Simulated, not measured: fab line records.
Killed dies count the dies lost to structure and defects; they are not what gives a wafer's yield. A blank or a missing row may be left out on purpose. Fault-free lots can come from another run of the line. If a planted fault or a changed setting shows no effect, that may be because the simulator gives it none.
Which tool is to blame? + flow sfqLine + Sampling: 15 lots, 45 wafers, 3 of 325 route steps

WHAT EACH GAUGE READ, for each wafer
SFQ_I5_OVL_MEAS_936. Usual: I5_OVL gives 2 nm (standard deviation 5.9).
| lot  | measured     | on         | I5_OVL (nm) | flag |
|------|--------------|------------|-------------|------|
| L272 | day 69 17:53 | overlay-01 | 0 -1 -7     |      |
| L273 | day 70 11:14 | overlay-02 | 6 5 8       |      |
| L274 | day 70 15:48 | overlay-01 | 3 4 5       |      |
| L275 | day 71 08:13 | overlay-01 | 1 -5 -1     |      |
| L276 | day 71 17:11 | overlay-01 | 1 5 4       |      |
| L278 | day 73 18:23 | overlay-01 | 0 -3 8      |      |
| L279 | day 73 23:11 | overlay-02 | -3 -4 5     |      |
| L280 | day 74 16:15 | overlay-02 | 5 5 5       |      |
| L281 | day 74 17:27 | overlay-02 | 9 15 9      |      |
| L282 | day 78 08:32 | overlay-02 | 0 -1 -8     |      |
| L283 | day 78 18:08 | overlay-02 | - - -       | OFF  |
| L284 | day 79 08:33 | overlay-02 | - - -       | OFF  |
| L285 | day 79 14:40 | overlay-02 | - - -       | OFF  |
| L288 | day 80 02:40 | overlay-01 | 2 -3 9      |      |
| L293 | day 80 19:28 | overlay-01 | 2 10 10     |      |

SFQ_M7_OVL_MEAS_945. Usual: M7_OVL gives 4 nm (standard deviation 5.8).
| lot  | measured     | on         | M7_OVL (nm) | flag |
|------|--------------|------------|-------------|------|
| L272 | day 75 05:27 | overlay-02 | 6 9 13      |      |
| L273 | day 75 11:12 | overlay-02 | 3 1 2       |      |
| L274 | day 75 14:48 | overlay-02 | -4 0 -1     |      |
| L275 | day 76 06:35 | overlay-01 | 2 -4 3      |      |
| L276 | day 76 18:09 | overlay-02 | -3 -5 3     |      |
| L278 | day 78 14:12 | overlay-02 | 12 14 13    |      |
| L279 | day 79 01:16 | overlay-02 | 0 3 -2      |      |
| L280 | day 86 06:41 | overlay-01 | 10 13 8     |      |
| L281 | day 86 07:53 | overlay-01 | 0 -7 -1     |      |
| L282 | day 86 10:17 | overlay-01 | 1 4 3       |      |
| L283 | day 86 17:52 | overlay-01 | - - -       | OFF  |
| L284 | day 87 01:17 | overlay-01 | - - -       | OFF  |
| L285 | day 87 03:40 | overlay-01 | - - -       | OFF  |
| L288 | day 87 14:28 | overlay-02 | 3 -2 -1     |      |
| L293 | day 88 14:23 | overlay-01 | 4 6 5       |      |

TOOL THAT RAN EACH LOT (tool first, then ch and the chambers of the sampled wafers, then the start)
| lot  | SFQ_TRILAYER_M0_LITHO_EXPOSE_022 |
|------|----------------------------------|
| L272 | krfScanner-01 ch 0, day 12 09:34 |
| L273 | krfScanner-01 ch 0, day 12 19:10 |
| L274 | krfScanner-01 ch 0, day 13 05:58 |
| L275 | krfScanner-02 ch 0, day 14 00:41 |
| L276 | krfScanner-02 ch 0, day 14 10:53 |
| L278 | krfScanner-02 ch 0, day 15 08:41 |
| L279 | krfScanner-02 ch 0, day 15 18:17 |
| L280 | krfScanner-01 ch 0, day 16 04:46 |
| L281 | krfScanner-01 ch 0, day 16 14:22 |
| L282 | krfScanner-02 ch 0, day 17 02:17 |
| L283 | krfScanner-02, day 17 07:05      |
| L284 | krfScanner-02, day 17 12:17      |
| L285 | krfScanner-02, day 17 15:29      |
| L288 | krfScanner-01 ch 0, day 18 14:37 |
| L293 | krfScanner-02 ch 0, day 21 04:16 |
- SFQ_TRILAYER_M0_LITHO_EXPOSE_022: exposes mask M0, target cd 500 nm.

WHAT THE TOOLS THEMSELVES READ (means of the sampled wafers that have a number; where no wafer has one, the mark that the record gives instead)
SFQ_TRILAYER_M0_LITHO_EXPOSE_022. Usual: exposureDoseMJCm2 14.400, standard deviation 0.016; focusOffsetNm -0.1 nm, standard deviation 0.53.
| lot  | tool          | exposureDoseMJCm2 | focusOffsetNm (nm) | flag |
|------|---------------|-------------------|--------------------|------|
| L272 | krfScanner-01 | 14.410            | 0.2                |      |
| L273 | krfScanner-01 | 14.394            | -0.7               |      |
| L274 | krfScanner-01 | 14.398            | -0.2               |      |
| L275 | krfScanner-02 | 14.388            | 0.3                |      |
| L276 | krfScanner-02 | 14.418            | -0.3               |      |
| L278 | krfScanner-02 | 14.401            | 0.1                |      |
| L279 | krfScanner-02 | 14.416            | 0.6                |      |
| L280 | krfScanner-01 | 14.391            | -0.2               |      |
| L281 | krfScanner-01 | 14.381            | 0.5                |      |
| L282 | krfScanner-02 | 14.415            | 0.1                |      |
| L283 | krfScanner-02 | -                 | -                  | OFF  |
| L284 | krfScanner-02 | -                 | -                  | OFF  |
| L285 | krfScanner-02 | -                 | -                  | OFF  |
| L288 | krfScanner-01 | 14.378            | -0.0               |      |
| L293 | krfScanner-02 | 14.399            | -0.2               |      |

THE ANSWER, worked out from the rows above alone
Rule: lot off if the mean of its wafers having a number is beyond 3 standard deviations from the usual mean. Also off: a lot with no number at a reading for which 4 or more lots have one. The other lots that the step has rows for count as sound. The gauges are gone through in route order, then the tools' own readings, and for those a lot's mean is taken as printed above. The first step at which some lot is off is used, and at that step the reading that is off furthest; a lot without a number counts as furthest.
Off: L283, L284, L285, seen at SFQ_I5_OVL_MEAS_936 (I5_OVL). Without a number there: L283, L284, L285.
If a tool, at a process step before that reading, ran all the lots that are off and no sound lot after the first of them, it fits. The gauges at SFQ_I5_OVL_MEAS_936 aren't tried: what is off there is off at SFQ_M7_OVL_MEAS_945 too, on other tools, and a gauge's error can't cause that. Not one of the candidates tried fits.

WHAT HAD BEEN PUT IN BY THE SIMULATOR
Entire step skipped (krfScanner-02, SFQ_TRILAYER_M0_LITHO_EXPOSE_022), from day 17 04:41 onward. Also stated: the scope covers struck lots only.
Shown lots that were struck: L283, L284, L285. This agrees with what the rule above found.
